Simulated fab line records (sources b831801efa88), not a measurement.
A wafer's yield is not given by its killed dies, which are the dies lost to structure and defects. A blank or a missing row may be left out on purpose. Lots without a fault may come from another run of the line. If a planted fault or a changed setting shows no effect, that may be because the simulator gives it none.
Which tool was responsible? || flow sky130 || 24 lots with 72 wafers sampled at 4 steps, on a route of 708 steps

WHAT EACH GAUGE READ, for each wafer
SKY_LOCAL_INTERCONNECT_RS_MEAS_01: a four-point-probe measurement.
{"lot": "L074", "measured": "day 28 21:45", "on": "film-metro-04", "LOCAL_INTERCONNECT_TIN_RS (ohm/sq)": "14.10 14.50 14.36"}
{"lot": "L075", "measured": "day 29 14:23", "on": "film-metro-04", "LOCAL_INTERCONNECT_TIN_RS (ohm/sq)": "14.06 14.13 14.21"}
{"lot": "L076", "measured": "day 29 20:31", "on": "film-metro-04", "LOCAL_INTERCONNECT_TIN_RS (ohm/sq)": "14.18 14.03 14.08"}
{"lot": "L077", "measured": "day 30 01:56", "on": "film-metro-02", "LOCAL_INTERCONNECT_TIN_RS (ohm/sq)": "14.03 14.25 14.16"}
{"lot": "L078", "measured": "day 30 05:50", "on": "film-metro-03", "LOCAL_INTERCONNECT_TIN_RS (ohm/sq)": "14.22 14.03 14.05"}
{"lot": "L079", "measured": "day 30 14:39", "on": "film-metro-02", "LOCAL_INTERCONNECT_TIN_RS (ohm/sq)": "13.93 13.93 13.99"}
{"lot": "L080", "measured": "day 31 09:11", "on": "film-metro-04", "LOCAL_INTERCONNECT_TIN_RS (ohm/sq)": "13.84 13.86 13.92"}
{"lot": "L081", "measured": "day 32 00:06", "on": "film-metro-04", "LOCAL_INTERCONNECT_TIN_RS (ohm/sq)": "14.26 14.27 14.43"}
{"lot": "L082", "measured": "day 32 20:03", "on": "film-metro-02", "LOCAL_INTERCONNECT_TIN_RS (ohm/sq)": "13.95 13.98 14.08"}
{"lot": "L083", "measured": "day 33 01:18", "on": "film-metro-04", "LOCAL_INTERCONNECT_TIN_RS (ohm/sq)": "14.19 14.21 14.11"}
{"lot": "L085", "measured": "day 33 06:31", "on": "film-metro-02", "LOCAL_INTERCONNECT_TIN_RS (ohm/sq)": "14.31 14.38 14.20"}
{"lot": "L084", "measured": "day 33 07:36", "on": "film-metro-02", "LOCAL_INTERCONNECT_TIN_RS (ohm/sq)": "14.20 14.25 14.10"}
{"lot": "L086", "measured": "day 33 12:19", "on": "film-metro-02", "LOCAL_INTERCONNECT_TIN_RS (ohm/sq)": "14.10 14.16 14.04"}
{"lot": "L088", "measured": "day 34 01:31", "on": "film-metro-03", "LOCAL_INTERCONNECT_TIN_RS (ohm/sq)": "14.30 14.25 14.13"}
{"lot": "L087", "measured": "day 34 09:06", "on": "film-metro-03", "LOCAL_INTERCONNECT_TIN_RS (ohm/sq)": "14.03 13.94 13.97"}
{"lot": "L090", "measured": "day 34 22:17", "on": "film-metro-02", "LOCAL_INTERCONNECT_TIN_RS (ohm/sq)": "13.95 13.95 14.10"}
{"lot": "L089", "measured": "day 34 22:38", "on": "film-metro-04", "LOCAL_INTERCONNECT_TIN_RS (ohm/sq)": "14.56 14.26 14.49"}
{"lot": "L091", "measured": "day 35 09:55", "on": "film-metro-02", "LOCAL_INTERCONNECT_TIN_RS (ohm/sq)": "14.28 14.09 14.24"}
{"lot": "L092", "measured": "day 35 09:59", "on": "film-metro-03", "LOCAL_INTERCONNECT_TIN_RS (ohm/sq)": "13.99 14.04 14.14"}
{"lot": "L093", "measured": "day 35 10:50", "on": "film-metro-03", "LOCAL_INTERCONNECT_TIN_RS (ohm/sq)": "14.11 14.16 14.17"}
{"lot": "L095", "measured": "day 35 22:26", "on": "film-metro-04", "LOCAL_INTERCONNECT_TIN_RS (ohm/sq)": "13.96 13.85 14.01"}
{"lot": "L094", "measured": "day 35 22:49", "on": "film-metro-03", "LOCAL_INTERCONNECT_TIN_RS (ohm/sq)": "14.49 14.40 14.16"}
{"lot": "L096", "measured": "day 36 07:18", "on": "film-metro-03", "LOCAL_INTERCONNECT_TIN_RS (ohm/sq)": "14.22 14.20 14.41"}
{"lot": "L097", "measured": "day 36 12:02", "on": "film-metro-03", "LOCAL_INTERCONNECT_TIN_RS (ohm/sq)": "14.03 14.01 14.19"}

SKY_METAL2_THK_MEAS_06: measures by xrf.
{"lot": "L074", "measured": "day 33 18:31", "on": "film-metro-04", "METAL2_ALCU_THK (nm)": "246 245 246"}
{"lot": "L075", "measured": "day 34 09:37", "on": "film-metro-03", "METAL2_ALCU_THK (nm)": "249 245 247"}
{"lot": "L076", "measured": "day 34 14:47", "on": "film-metro-02", "METAL2_ALCU_THK (nm)": "250 246 246"}
{"lot": "L077", "measured": "day 34 21:45", "on": "film-metro-04", "METAL2_ALCU_THK (nm)": "245 247 251"}
{"lot": "L078", "measured": "day 35 00:07", "on": "film-metro-02", "METAL2_ALCU_THK (nm)": "249 245 250"}
{"lot": "L079", "measured": "day 35 10:43", "on": "film-metro-03", "METAL2_ALCU_THK (nm)": "243 243 244"}
{"lot": "L080", "measured": "day 36 02:17", "on": "film-metro-02", "METAL2_ALCU_THK (nm)": "251 251 253"}
{"lot": "L081", "measured": "day 36 15:31", "on": "film-metro-02", "METAL2_ALCU_THK (nm)": "252 248 247"}
{"lot": "L082", "measured": "day 37 12:29", "on": "film-metro-03", "METAL2_ALCU_THK (nm)": "243 248 243"}
{"lot": "L083", "measured": "day 37 17:37", "on": "film-metro-04", "METAL2_ALCU_THK (nm)": "249 248 249"}
{"lot": "L085", "measured": "day 37 21:52", "on": "film-metro-04", "METAL2_ALCU_THK (nm)": "246 249 246"}
{"lot": "L084", "measured": "day 37 22:46", "on": "film-metro-03", "METAL2_ALCU_THK (nm)": "250 247 251"}
{"lot": "L086", "measured": "day 38 02:24", "on": "film-metro-02", "METAL2_ALCU_THK (nm)": "255 252 253"}
{"lot": "L088", "measured": "day 38 16:03", "on": "film-metro-03", "METAL2_ALCU_THK (nm)": "245 250 249"}
{"lot": "L087", "measured": "day 38 23:19", "on": "film-metro-03", "METAL2_ALCU_THK (nm)": "252 248 250"}
{"lot": "L090", "measured": "day 39 11:46", "on": "film-metro-02", "METAL2_ALCU_THK (nm)": "253 252 253"}
{"lot": "L089", "measured": "day 39 12:17", "on": "film-metro-04", "METAL2_ALCU_THK (nm)": "247 249 246"}
{"lot": "L091", "measured": "day 39 21:11", "on": "film-metro-02", "METAL2_ALCU_THK (nm)": "254 252 250"}
{"lot": "L092", "measured": "day 39 22:10", "on": "film-metro-02", "METAL2_ALCU_THK (nm)": "248 247 249"}
{"lot": "L093", "measured": "day 40 00:56", "on": "film-metro-03", "METAL2_ALCU_THK (nm)": "248 246 250"}
{"lot": "L095", "measured": "day 40 10:23", "on": "film-metro-02", "METAL2_ALCU_THK (nm)": "249 247 249"}
{"lot": "L094", "measured": "day 40 12:08", "on": "film-metro-02", "METAL2_ALCU_THK (nm)": "248 249 245"}
{"lot": "L096", "measured": "day 40 19:18", "on": "film-metro-02", "METAL2_ALCU_THK (nm)": "248 246 250"}
{"lot": "L097", "measured": "day 40 22:20", "on": "film-metro-04", "METAL2_ALCU_THK (nm)": "251 245 251"}

EACH LOT AND THE TOOL THAT RAN IT (in order: tool; ch and the chambers of the sampled wafers; start)
{"lot": "L074", "SKY_CONTACT_STRIP_19": "plasma-asher-02 ch 0,1, day 31 06:51", "SKY_VIA1_STRIP_16": "plasma-asher-03 ch 0,1, day 33 17:00"}
{"lot": "L075", "SKY_CONTACT_STRIP_19": "plasma-asher-03 ch 0,1, day 31 23:53", "SKY_VIA1_STRIP_16": "plasma-asher-04 ch 0,1, day 34 08:08"}
{"lot": "L076", "SKY_CONTACT_STRIP_19": "plasma-asher-02 ch 0,1, day 32 05:00", "SKY_VIA1_STRIP_16": "plasma-asher-04 ch 0,1, day 34 13:15"}
{"lot": "L077", "SKY_CONTACT_STRIP_19": "plasma-asher-04 ch 0, day 32 11:06", "SKY_VIA1_STRIP_16": "plasma-asher-01 ch 0,1, day 34 20:16"}
{"lot": "L078", "SKY_CONTACT_STRIP_19": "plasma-asher-02 ch 0,1, day 32 14:43", "SKY_VIA1_STRIP_16": "plasma-asher-03 ch 0,1, day 34 22:37"}
{"lot": "L079", "SKY_CONTACT_STRIP_19": "plasma-asher-02 ch 0,1, day 32 23:45", "SKY_VIA1_STRIP_16": "plasma-asher-01 ch 0,1, day 35 08:23"}
{"lot": "L080", "SKY_CONTACT_STRIP_19": "plasma-asher-04 ch 1, day 33 17:24", "SKY_VIA1_STRIP_16": "plasma-asher-03 ch 1, day 36 00:48"}
{"lot": "L081", "SKY_CONTACT_STRIP_19": "plasma-asher-02 ch 0,1, day 34 07:41", "SKY_VIA1_STRIP_16": "plasma-asher-03 ch 0,1, day 36 13:59"}
{"lot": "L082", "SKY_CONTACT_STRIP_19": "plasma-asher-03 ch 0,1, day 35 03:42", "SKY_VIA1_STRIP_16": "plasma-asher-01 ch 0,1, day 37 10:56"}
{"lot": "L083", "SKY_CONTACT_STRIP_19": "plasma-asher-02 ch 0,1, day 35 07:31", "SKY_VIA1_STRIP_16": "plasma-asher-01 ch 0,1, day 37 15:53"}
{"lot": "L085", "SKY_CONTACT_STRIP_19": "plasma-asher-02 ch 0,1, day 35 12:12", "SKY_VIA1_STRIP_16": "plasma-asher-03 ch 0,1, day 37 20:21"}
{"lot": "L084", "SKY_CONTACT_STRIP_19": "plasma-asher-02 ch 0,1, day 35 14:13", "SKY_VIA1_STRIP_16": "plasma-asher-03 ch 0,1, day 37 21:14"}
{"lot": "L086", "SKY_CONTACT_STRIP_19": "plasma-asher-03 ch 0,1, day 35 18:00", "SKY_VIA1_STRIP_16": "plasma-asher-01 ch 0,1, day 38 00:55"}
{"lot": "L088", "SKY_CONTACT_STRIP_19": "plasma-asher-02 ch 0,1, day 36 07:19", "SKY_VIA1_STRIP_16": "plasma-asher-03 ch 0,1, day 38 14:35"}
{"lot": "L087", "SKY_CONTACT_STRIP_19": "plasma-asher-02 ch 0,1, day 36 14:06", "SKY_VIA1_STRIP_16": "plasma-asher-01 ch 0,1, day 38 21:46"}
{"lot": "L090", "SKY_CONTACT_STRIP_19": "plasma-asher-02 ch 0,1, day 37 04:16", "SKY_VIA1_STRIP_16": "plasma-asher-04 ch 0,1, day 39 10:15"}
{"lot": "L089", "SKY_CONTACT_STRIP_19": "plasma-asher-04 ch 0,1, day 37 04:37", "SKY_VIA1_STRIP_16": "plasma-asher-01 ch 0,1, day 39 10:46"}
{"lot": "L091", "SKY_CONTACT_STRIP_19": "plasma-asher-02 ch 0,1, day 37 14:31", "SKY_VIA1_STRIP_16": "plasma-asher-03 ch 0,1, day 39 19:33"}
{"lot": "L092", "SKY_CONTACT_STRIP_19": "plasma-asher-03 ch 0,1, day 37 15:49", "SKY_VIA1_STRIP_16": "plasma-asher-01 ch 0,1, day 39 20:38"}
{"lot": "L093", "SKY_CONTACT_STRIP_19": "plasma-asher-03 ch 0,1, day 37 17:18", "SKY_VIA1_STRIP_16": "plasma-asher-04 ch 0,1, day 39 23:05"}
{"lot": "L095", "SKY_CONTACT_STRIP_19": "plasma-asher-03 ch 0,1, day 38 03:39", "SKY_VIA1_STRIP_16": "plasma-asher-04 ch 0,1, day 40 08:50"}
{"lot": "L094", "SKY_CONTACT_STRIP_19": "plasma-asher-03 ch 0,1, day 38 04:40", "SKY_VIA1_STRIP_16": "plasma-asher-04 ch 0,1, day 40 10:11"}
{"lot": "L096", "SKY_CONTACT_STRIP_19": "plasma-asher-03 ch 0,1, day 38 13:16", "SKY_VIA1_STRIP_16": "plasma-asher-04 ch 0,1, day 40 17:49"}
{"lot": "L097", "SKY_CONTACT_STRIP_19": "plasma-asher-03 ch 0,1, day 38 17:37", "SKY_VIA1_STRIP_16": "plasma-asher-04 ch 0,1, day 40 20:50"}
- SKY_CONTACT_STRIP_19: strips in O2/N2.
- SKY_VIA1_STRIP_16: strips in O2/N2.

WHAT THE TOOLS THEMSELVES READ (means of the sampled wafers that have a number; where no wafer has one, the mark that the record gives instead)
SKY_CONTACT_STRIP_19.
{"lot": "L074", "tool": "plasma-asher-02", "chamber-pressure-mTorr (mTorr)": 1500.6, "drypump-motor-current-A (A)": 5.5, "oes-product-au (a.u.)": 0.380, "strip-time-to-endpoint-s (s)": 3.57}
{"lot": "L075", "tool": "plasma-asher-03", "chamber-pressure-mTorr (mTorr)": 1500.7, "drypump-motor-current-A (A)": 5.1, "oes-product-au (a.u.)": 0.377, "strip-time-to-endpoint-s (s)": 3.60}
{"lot": "L076", "tool": "plasma-asher-02", "chamber-pressure-mTorr (mTorr)": 1499.7, "drypump-motor-current-A (A)": 5.5, "oes-product-au (a.u.)": 0.383, "strip-time-to-endpoint-s (s)": 3.65}
{"lot": "L077", "tool": "plasma-asher-04", "chamber-pressure-mTorr (mTorr)": 1500.3, "drypump-motor-current-A (A)": 6.2, "oes-product-au (a.u.)": 0.381, "strip-time-to-endpoint-s (s)": 3.66}
{"lot": "L078", "tool": "plasma-asher-02", "chamber-pressure-mTorr (mTorr)": 1499.8, "drypump-motor-current-A (A)": 5.6, "oes-product-au (a.u.)": 0.375, "strip-time-to-endpoint-s (s)": 3.57}
{"lot": "L079", "tool": "plasma-asher-02", "chamber-pressure-mTorr (mTorr)": 1501.2, "drypump-motor-current-A (A)": 5.5, "oes-product-au (a.u.)": 0.384, "strip-time-to-endpoint-s (s)": 3.62}
{"lot": "L080", "tool": "plasma-asher-04", "chamber-pressure-mTorr (mTorr)": 1500.3, "drypump-motor-current-A (A)": 5.0, "oes-product-au (a.u.)": 0.382, "strip-time-to-endpoint-s (s)": 3.61}
{"lot": "L081", "tool": "plasma-asher-02", "chamber-pressure-mTorr (mTorr)": 1500.4, "drypump-motor-current-A (A)": 5.5, "oes-product-au (a.u.)": 0.381, "strip-time-to-endpoint-s (s)": 3.59}
{"lot": "L082", "tool": "plasma-asher-03", "chamber-pressure-mTorr (mTorr)": 1500.5, "drypump-motor-current-A (A)": 5.3, "oes-product-au (a.u.)": 0.382, "strip-time-to-endpoint-s (s)": 3.63}
{"lot": "L083", "tool": "plasma-asher-02", "chamber-pressure-mTorr (mTorr)": 1501.0, "drypump-motor-current-A (A)": 5.5, "oes-product-au (a.u.)": 0.384, "strip-time-to-endpoint-s (s)": 3.67}
{"lot": "L085", "tool": "plasma-asher-02", "chamber-pressure-mTorr (mTorr)": 1499.8, "drypump-motor-current-A (A)": 5.6, "oes-product-au (a.u.)": 0.385, "strip-time-to-endpoint-s (s)": 3.67}
{"lot": "L084", "tool": "plasma-asher-02", "chamber-pressure-mTorr (mTorr)": 1500.0, "drypump-motor-current-A (A)": 5.6, "oes-product-au (a.u.)": 0.380, "strip-time-to-endpoint-s (s)": 3.59}
{"lot": "L086", "tool": "plasma-asher-03", "chamber-pressure-mTorr (mTorr)": 1500.4, "drypump-motor-current-A (A)": 5.3, "oes-product-au (a.u.)": 0.381, "strip-time-to-endpoint-s (s)": 3.59}
{"lot": "L088", "tool": "plasma-asher-02", "chamber-pressure-mTorr (mTorr)": 1500.8, "drypump-motor-current-A (A)": 5.5, "oes-product-au (a.u.)": 0.381, "strip-time-to-endpoint-s (s)": 3.60}
{"lot": "L087", "tool": "plasma-asher-02", "chamber-pressure-mTorr (mTorr)": 1498.4, "drypump-motor-current-A (A)": 5.6, "oes-product-au (a.u.)": 0.377, "strip-time-to-endpoint-s (s)": 3.62}
{"lot": "L090", "tool": "plasma-asher-02", "chamber-pressure-mTorr (mTorr)": 1500.1, "drypump-motor-current-A (A)": 5.5, "oes-product-au (a.u.)": 0.379, "strip-time-to-endpoint-s (s)": 3.60}
{"lot": "L089", "tool": "plasma-asher-04", "chamber-pressure-mTorr (mTorr)": 1499.5, "drypump-motor-current-A (A)": 5.8, "oes-product-au (a.u.)": 0.377, "strip-time-to-endpoint-s (s)": 3.57}
{"lot": "L091", "tool": "plasma-asher-02", "chamber-pressure-mTorr (mTorr)": 1500.5, "drypump-motor-current-A (A)": 5.6, "oes-product-au (a.u.)": 0.377, "strip-time-to-endpoint-s (s)": 3.60}
{"lot": "L092", "tool": "plasma-asher-03", "chamber-pressure-mTorr (mTorr)": 1500.3, "drypump-motor-current-A (A)": 5.1, "oes-product-au (a.u.)": 0.380, "strip-time-to-endpoint-s (s)": 3.61}
{"lot": "L093", "tool": "plasma-asher-03", "chamber-pressure-mTorr (mTorr)": 1499.9, "drypump-motor-current-A (A)": 5.3, "oes-product-au (a.u.)": 0.381, "strip-time-to-endpoint-s (s)": 3.61}
{"lot": "L095", "tool": "plasma-asher-03", "chamber-pressure-mTorr (mTorr)": 1500.6, "drypump-motor-current-A (A)": 5.1, "oes-product-au (a.u.)": 0.379, "strip-time-to-endpoint-s (s)": 3.63}
{"lot": "L094", "tool": "plasma-asher-03", "chamber-pressure-mTorr (mTorr)": 1500.4, "drypump-motor-current-A (A)": 5.2, "oes-product-au (a.u.)": 0.376, "strip-time-to-endpoint-s (s)": 3.62}
{"lot": "L096", "tool": "plasma-asher-03", "chamber-pressure-mTorr (mTorr)": 1497.9, "drypump-motor-current-A (A)": 5.1, "oes-product-au (a.u.)": 0.378, "strip-time-to-endpoint-s (s)": 3.61}
{"lot": "L097", "tool": "plasma-asher-03", "chamber-pressure-mTorr (mTorr)": 1500.6, "drypump-motor-current-A (A)": 5.3, "oes-product-au (a.u.)": 0.382, "strip-time-to-endpoint-s (s)": 3.65}

SKY_VIA1_STRIP_16.
{"lot": "L074", "tool": "plasma-asher-03", "chamber-pressure-mTorr (mTorr)": 1497.9, "drypump-motor-current-A (A)": 5.3, "oes-product-au (a.u.)": 0.418, "strip-time-to-endpoint-s (s)": 4.481}
{"lot": "L075", "tool": "plasma-asher-04", "chamber-pressure-mTorr (mTorr)": 1501.0, "drypump-motor-current-A (A)": 5.9, "oes-product-au (a.u.)": 0.414, "strip-time-to-endpoint-s (s)": 4.461}
{"lot": "L076", "tool": "plasma-asher-04", "chamber-pressure-mTorr (mTorr)": 1499.5, "drypump-motor-current-A (A)": 5.8, "oes-product-au (a.u.)": 0.417, "strip-time-to-endpoint-s (s)": 4.456}
{"lot": "L077", "tool": "plasma-asher-01", "chamber-pressure-mTorr (mTorr)": 1499.1, "drypump-motor-current-A (A)": 5.5, "oes-product-au (a.u.)": 0.413, "strip-time-to-endpoint-s (s)": 4.471}
{"lot": "L078", "tool": "plasma-asher-03", "chamber-pressure-mTorr (mTorr)": 1499.6, "drypump-motor-current-A (A)": 5.1, "oes-product-au (a.u.)": 0.418, "strip-time-to-endpoint-s (s)": 4.468}
{"lot": "L079", "tool": "plasma-asher-01", "chamber-pressure-mTorr (mTorr)": 1499.1, "drypump-motor-current-A (A)": 5.5, "oes-product-au (a.u.)": 0.418, "strip-time-to-endpoint-s (s)": 4.475}
{"lot": "L080", "tool": "plasma-asher-03", "chamber-pressure-mTorr (mTorr)": 1500.0, "drypump-motor-current-A (A)": 5.4, "oes-product-au (a.u.)": 0.417, "strip-time-to-endpoint-s (s)": 4.482}
{"lot": "L081", "tool": "plasma-asher-03", "chamber-pressure-mTorr (mTorr)": 1499.3, "drypump-motor-current-A (A)": 5.1, "oes-product-au (a.u.)": 0.418, "strip-time-to-endpoint-s (s)": 4.463}
{"lot": "L082", "tool": "plasma-asher-01", "chamber-pressure-mTorr (mTorr)": 1500.6, "drypump-motor-current-A (A)": 5.6, "oes-product-au (a.u.)": 0.410, "strip-time-to-endpoint-s (s)": 4.463}
{"lot": "L083", "tool": "plasma-asher-01", "chamber-pressure-mTorr (mTorr)": 1500.1, "drypump-motor-current-A (A)": 5.5, "oes-product-au (a.u.)": 0.415, "strip-time-to-endpoint-s (s)": 4.464}
{"lot": "L085", "tool": "plasma-asher-03", "chamber-pressure-mTorr (mTorr)": 1499.8, "drypump-motor-current-A (A)": 5.1, "oes-product-au (a.u.)": 0.416, "strip-time-to-endpoint-s (s)": 4.477}
{"lot": "L084", "tool": "plasma-asher-03", "chamber-pressure-mTorr (mTorr)": 1500.2, "drypump-motor-current-A (A)": 5.2, "oes-product-au (a.u.)": 0.417, "strip-time-to-endpoint-s (s)": 4.464}
{"lot": "L086", "tool": "plasma-asher-01", "chamber-pressure-mTorr (mTorr)": 1499.0, "drypump-motor-current-A (A)": 5.6, "oes-product-au (a.u.)": 0.419, "strip-time-to-endpoint-s (s)": 4.446}
{"lot": "L088", "tool": "plasma-asher-03", "chamber-pressure-mTorr (mTorr)": 1500.6, "drypump-motor-current-A (A)": 5.3, "oes-product-au (a.u.)": 0.412, "strip-time-to-endpoint-s (s)": 4.429}
{"lot": "L087", "tool": "plasma-asher-01", "chamber-pressure-mTorr (mTorr)": 1500.0, "drypump-motor-current-A (A)": 5.5, "oes-product-au (a.u.)": 0.420, "strip-time-to-endpoint-s (s)": 4.489}
{"lot": "L090", "tool": "plasma-asher-04", "chamber-pressure-mTorr (mTorr)": 1500.4, "drypump-motor-current-A (A)": 5.4, "oes-product-au (a.u.)": 0.412, "strip-time-to-endpoint-s (s)": 4.503}
{"lot": "L089", "tool": "plasma-asher-01", "chamber-pressure-mTorr (mTorr)": 1500.5, "drypump-motor-current-A (A)": 5.6, "oes-product-au (a.u.)": 0.419, "strip-time-to-endpoint-s (s)": 4.449}
{"lot": "L091", "tool": "plasma-asher-03", "chamber-pressure-mTorr (mTorr)": 1499.4, "drypump-motor-current-A (A)": 5.3, "oes-product-au (a.u.)": 0.414, "strip-time-to-endpoint-s (s)": 4.455}
{"lot": "L092", "tool": "plasma-asher-01", "chamber-pressure-mTorr (mTorr)": 1499.7, "drypump-motor-current-A (A)": 5.6, "oes-product-au (a.u.)": 0.416, "strip-time-to-endpoint-s (s)": 4.461}
{"lot": "L093", "tool": "plasma-asher-04", "chamber-pressure-mTorr (mTorr)": 1500.2, "drypump-motor-current-A (A)": 5.8, "oes-product-au (a.u.)": 0.420, "strip-time-to-endpoint-s (s)": 4.464}
{"lot": "L095", "tool": "plasma-asher-04", "chamber-pressure-mTorr (mTorr)": 1500.1, "drypump-motor-current-A (A)": 5.4, "oes-product-au (a.u.)": 0.415, "strip-time-to-endpoint-s (s)": 4.459}
{"lot": "L094", "tool": "plasma-asher-04", "chamber-pressure-mTorr (mTorr)": 1500.2, "drypump-motor-current-A (A)": 5.9, "oes-product-au (a.u.)": 0.415, "strip-time-to-endpoint-s (s)": 4.467}
{"lot": "L096", "tool": "plasma-asher-04", "chamber-pressure-mTorr (mTorr)": 1499.7, "drypump-motor-current-A (A)": 5.8, "oes-product-au (a.u.)": 0.416, "strip-time-to-endpoint-s (s)": 4.440}
{"lot": "L097", "tool": "plasma-asher-04", "chamber-pressure-mTorr (mTorr)": 1499.8, "drypump-motor-current-A (A)": 5.8, "oes-product-au (a.u.)": 0.414, "strip-time-to-endpoint-s (s)": 4.455}

THE ANSWER, worked out from the rows above alone
Rule: usual is defined by the lots themselves. The widest of any qualifying gaps counts: lots, ordered by their means at a reading, are off when they make up no more than a third of the lots, leave a main group of 4 or more, and stand apart from it by 3 or more times the standard deviation of that group's means. A main group is skipped when, at the precision printed for the reading in the tables above, its means are all equal. Also off: a lot with no number at a reading for which 4 or more lots have one. All remaining lots with rows at the step are treated as sound. The gauges are gone through in route order, then the tools' own readings, and for those a lot's mean is taken as printed above. At the first step where some lot is off, the reading lying furthest off is the one used; lots without a number count as furthest.
No lot is off at any reading shown: from this, nothing can be told.

WHAT THE SIMULATOR PUT IN
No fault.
